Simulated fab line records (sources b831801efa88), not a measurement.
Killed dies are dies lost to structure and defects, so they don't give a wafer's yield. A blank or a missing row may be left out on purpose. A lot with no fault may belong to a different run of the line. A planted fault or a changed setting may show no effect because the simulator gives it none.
Which tool did it? ; flow sky130 ; 39 wafers from 13 lots sampled at 4 of the route's 708 steps

## WHAT EACH GAUGE READ, for each wafer
SKY_CONTACT_CD_MEAS_14 targets a cd of 170 nm.
lot;measured;on;cdNm (nm)
L502;day 31 07:36;cdSem-01;168.8 168.7 170.2
L503;day 32 15:12;cdSem-01;170.8 170.5 169.8
L504;day 32 15:36;cdSem-01;168.3 168.6 167.2
L507;day 33 05:06;cdSem-01;170.1 170.8 170.4
L508;day 33 11:25;cdSem-02;167.9 168.9 167.9
L509;day 33 13:42;cdSem-01;169.9 171.2 171.3
L510;day 34 04:46;cdSem-01;170.9 170.1 169.9
L511;day 34 09:25;cdSem-01;169.5 170.8 167.9
L512;day 34 22:21;cdSem-02;169.0 170.5 170.4
L514;day 35 14:06;cdSem-02;171.2 172.5 171.5
L516;day 37 08:41;cdSem-02;168.6 168.8 169.7
L524;day 39 07:38;cdSem-02;170.3 171.3 171.3
L525;day 39 10:05;cdSem-01;167.9 167.8 165.8

## EACH LOT AND THE TOOL THAT RAN IT (in order: tool; ch and the chambers of the sampled wafers; start)
lot;SKY_LI_CONTACT_ETCH_14;SKY_LI_CONTACT_SPUTTER_20;SKY_CONTACT_CMP_04
L502;rieDiel-03 ch 0,2,3, day 28 21:35;pvdSputter-03, day 28 22:05;cmp-01 ch 1,2, day 30 04:07
L503;rieDiel-03 ch 0,1,2, day 30 04:17;pvdSputter-03, day 30 04:47;cmp-02 ch 0,2,3, day 31 10:46
L504;rieDiel-02 ch 0,3, day 30 04:19;pvdSputter-01, day 30 04:49;cmp-02 ch 0,1,2, day 31 11:31
L507;rieDiel-03 ch 0,1, day 30 18:32;pvdSputter-04, day 30 19:02;cmp-01 ch 0,2,3, day 32 01:55
L508;rieDiel-04 ch 1,3, day 31 01:58;pvdSputter-01, day 31 02:28;cmp-01 ch 0,1,3, day 32 07:43
L509;rieDiel-02 ch 1,2, day 31 04:22;pvdSputter-04, day 31 04:52;cmp-01 ch 1,2,3, day 32 10:22
L510;rieDiel-02 ch 2,3, day 31 18:56;pvdSputter-01, day 31 19:26;cmp-02 ch 1,3, day 33 02:08
L511;rieDiel-03 ch 0,2, day 32 00:50;pvdSputter-01, day 32 01:31;cmp-01 ch 1,2,3, day 33 06:52
L512;rieDiel-03 ch 0,3, day 32 14:44;pvdSputter-04, day 32 15:15;cmp-02 ch 0,1, day 33 19:50
L514;rieDiel-03 ch 0,2,3, day 33 06:44;pvdSputter-01, day 33 07:14;cmp-01 ch 1,2, day 34 10:58
L516;rieDiel-04 ch 0,2,3, day 34 23:14;pvdSputter-01, day 34 23:44;cmp-02 ch 2,3, day 36 05:07
L524;rieDiel-02 ch 1,3, day 37 02:05;pvdSputter-04, day 37 02:37;cmp-01 ch 2,3, day 38 06:25
L525;rieDiel-02 ch 1,2, day 37 03:50;pvdSputter-04, day 37 04:22;cmp-01 ch 2,3, day 38 08:39
- SKY_LI_CONTACT_ETCH_14: etches BARC in N2/H2, stops on SiO2, time 45.9 s, target depth 60 nm.
- SKY_LI_CONTACT_SPUTTER_20: material TiN, target thk 20 nm, time 80 s.
- SKY_CONTACT_CMP_04: polishes SiO2.

## AS READ BY THE TOOLS THEMSELVES (means over the sampled wafers that have a number; for cases with no such wafer, the mark the record gives instead)
SKY_LI_CONTACT_ETCH_14.
lot;tool;drypumpMotorCurrentA (A);oesProductAu (a.u.);throttleValvePct (%)
L502;rieDiel-03;5.5;0.853;13.231
L503;rieDiel-03;5.8;0.852;13.220
L504;rieDiel-02;5.5;0.848;13.220
L507;rieDiel-03;5.2;0.853;13.222
L508;rieDiel-04;5.8;0.850;13.230
L509;rieDiel-02;5.2;0.855;13.226
L510;rieDiel-02;5.3;0.856;13.222
L511;rieDiel-03;5.2;0.859;13.220
L512;rieDiel-03;5.0;0.859;13.230
L514;rieDiel-03;5.5;0.852;13.225
L516;rieDiel-04;6.2;0.853;13.225
L524;rieDiel-02;5.2;0.852;13.230
L525;rieDiel-02;5.1;0.853;13.229

SKY_LI_CONTACT_SPUTTER_20.
lot;tool;throttleValvePct (%)
L502;pvdSputter-03;30.0
L503;pvdSputter-03;29.9
L504;pvdSputter-01;31.2
L507;pvdSputter-04;29.6
L508;pvdSputter-01;31.1
L509;pvdSputter-04;30.4
L510;pvdSputter-01;30.7
L511;pvdSputter-01;30.4
L512;pvdSputter-04;30.0
L514;pvdSputter-01;30.9
L516;pvdSputter-01;31.6
L524;pvdSputter-04;30.5
L525;pvdSputter-04;29.7

SKY_CONTACT_CMP_04.
lot;tool;headPressurePsi (psi);motorCurrentA (A);timeToEndpointS (s)
L502;cmp-01;3.997;11.7;72
L503;cmp-02;4.004;12.9;83
L504;cmp-02;4.007;12.9;81
L507;cmp-01;3.997;13.4;85
L508;cmp-01;3.996;12.5;80
L509;cmp-01;3.995;13.4;83
L510;cmp-02;3.993;13.3;84
L511;cmp-01;3.996;13.0;90
L512;cmp-02;3.998;12.1;81
L514;cmp-01;4.005;12.6;84
L516;cmp-02;3.998;14.0;83
L524;cmp-01;4.966;16.3;67
L525;cmp-01;4.982;17.0;69

## THE ANSWER, worked out from the rows above alone
Rule: the lots themselves supply what counts as usual. Put in order of their means at a reading, lots are off if they are a third of the lots or fewer, leave a main group of 4 or more, and stand apart from it by a gap of 3 or more times the standard deviation of the main group's means; of several such gaps the widest counts. Not used: any main group whose means are identical at the precision the tables above print for the reading. A lot without any number at a reading at which 4 lots or more have one is off too. The other lots that the step has rows for count as sound. The gauges are gone through in route order, then the tools' own readings, and for those a lot's mean is taken as printed above. The first step at which some lot is off is used, and at that step the reading that is off furthest; a lot without a number counts as furthest.
Off: L524, L525 (SKY_CONTACT_CMP_04, headPressurePsi). The main group: mean 3.999 psi, standard deviation 0.0043.
A tool fits if, at that step or a process step before it, it ran every lot that is off, and no sound lot after the first of them. Can't be told from this: 3 tools fit, rieDiel-02 at SKY_LI_CONTACT_ETCH_14, pvdSputter-04 at SKY_LI_CONTACT_SPUTTER_20, cmp-01 at SKY_CONTACT_CMP_04.

## WHAT WAS PUT IN BY THE SIMULATOR
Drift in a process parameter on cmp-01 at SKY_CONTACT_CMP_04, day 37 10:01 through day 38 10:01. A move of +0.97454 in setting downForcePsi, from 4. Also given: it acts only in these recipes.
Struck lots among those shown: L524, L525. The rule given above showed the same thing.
